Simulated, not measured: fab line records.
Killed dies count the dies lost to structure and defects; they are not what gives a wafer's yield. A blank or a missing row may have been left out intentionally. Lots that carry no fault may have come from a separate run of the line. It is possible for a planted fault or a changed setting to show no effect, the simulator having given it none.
Matching of chambers || flow gf180mcu || GF_V3_CMP_04 on cmp-01: 4 sister chambers
The step polishes SiO2. 8 wafers are shown with their chamber, then 11 later ones without.

== WAFERS PAIRED WITH THEIR CHAMBERS ==
{"wafer": "L077.3", "chamber": 1, "motor current A (A)": 11.7, "time to endpoint s (s)": 86}
{"wafer": "L084.5", "chamber": 3, "motor current A (A)": 11.6, "time to endpoint s (s)": 85}
{"wafer": "L084.6", "chamber": 2, "motor current A (A)": 12.2, "time to endpoint s (s)": 86}
{"wafer": "L085.4", "chamber": 1, "motor current A (A)": 11.5, "time to endpoint s (s)": 88}
{"wafer": "L085.6", "chamber": 2, "motor current A (A)": 12.7, "time to endpoint s (s)": 88}
{"wafer": "L087.2", "chamber": 3, "motor current A (A)": 11.1, "time to endpoint s (s)": 76}
{"wafer": "L087.6", "chamber": 0, "motor current A (A)": 11.1, "time to endpoint s (s)": 79}
{"wafer": "L088.2", "chamber": 0, "motor current A (A)": 11.0, "time to endpoint s (s)": 79}

== WAFERS WHOSE CHAMBER IS MISSING ==
{"wafer": "L088.3", "motor current A (A)": 12.3, "time to endpoint s (s)": 84}
{"wafer": "L088.6", "motor current A (A)": 11.8, "time to endpoint s (s)": 79}
{"wafer": "L092.2", "motor current A (A)": 12.9, "time to endpoint s (s)": 80}
{"wafer": "L092.3", "motor current A (A)": 11.6, "time to endpoint s (s)": 77}
{"wafer": "L092.5", "motor current A (A)": 12.2, "time to endpoint s (s)": 81}
{"wafer": "L095.2", "motor current A (A)": 12.6, "time to endpoint s (s)": 84}
{"wafer": "L095.3", "motor current A (A)": 11.4, "time to endpoint s (s)": 81}
{"wafer": "L095.4", "motor current A (A)": 11.3, "time to endpoint s (s)": 86}
{"wafer": "L097.1", "motor current A (A)": 11.1, "time to endpoint s (s)": 87}
{"wafer": "L097.2", "motor current A (A)": 11.5, "time to endpoint s (s)": 81}
{"wafer": "L097.4", "motor current A (A)": 11.4, "time to endpoint s (s)": 91}

== EACH ONE'S CHAMBER ==
{"wafer": "L088.3", "from the rows above": "can't be placed: 2 or 1", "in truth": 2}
{"wafer": "L088.6", "from the rows above": "can't be placed: 3 or 1 or 0 or 2", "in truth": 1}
{"wafer": "L092.2", "from the rows above": 2, "in truth": 2}
{"wafer": "L092.3", "from the rows above": "can't be placed: 3 or 0 or 1", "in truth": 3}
{"wafer": "L092.5", "from the rows above": "can't be placed: 2 or 1 or 3", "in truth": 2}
{"wafer": "L095.2", "from the rows above": 2, "in truth": 2}
{"wafer": "L095.3", "from the rows above": "can't be placed: 3 or 0 or 1", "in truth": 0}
{"wafer": "L095.4", "from the rows above": "can't be placed: 1 or 3 or 0", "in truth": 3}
{"wafer": "L097.1", "from the rows above": "can't be placed: 1 or 3 or 0", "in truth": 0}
{"wafer": "L097.2", "from the rows above": "can't be placed: 3 or 0 or 1", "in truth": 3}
{"wafer": "L097.4", "from the rows above": "can't be placed: 1 or 3", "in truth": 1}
Correct placement for 2 of the 11. From these rows, 9 cannot be placed; in 9 the true chamber is one of the candidates. Number placed wrongly: 0.
How it was worked out, from the rows above alone: a wafer's distance from a chamber is the root of the sum, over the readings, of the square of ((its reading less the chamber's mean) divided by the reading's scatter). The wafer belongs to the nearest chamber; if the next one is less than 2 further off, it can't be placed. The mean given for a chamber averages the wafers shown for that chamber. The scatter: the root of (the sum of the squares of (reading less its chamber's mean) over the shown wafers, divided by (wafers less chambers)).
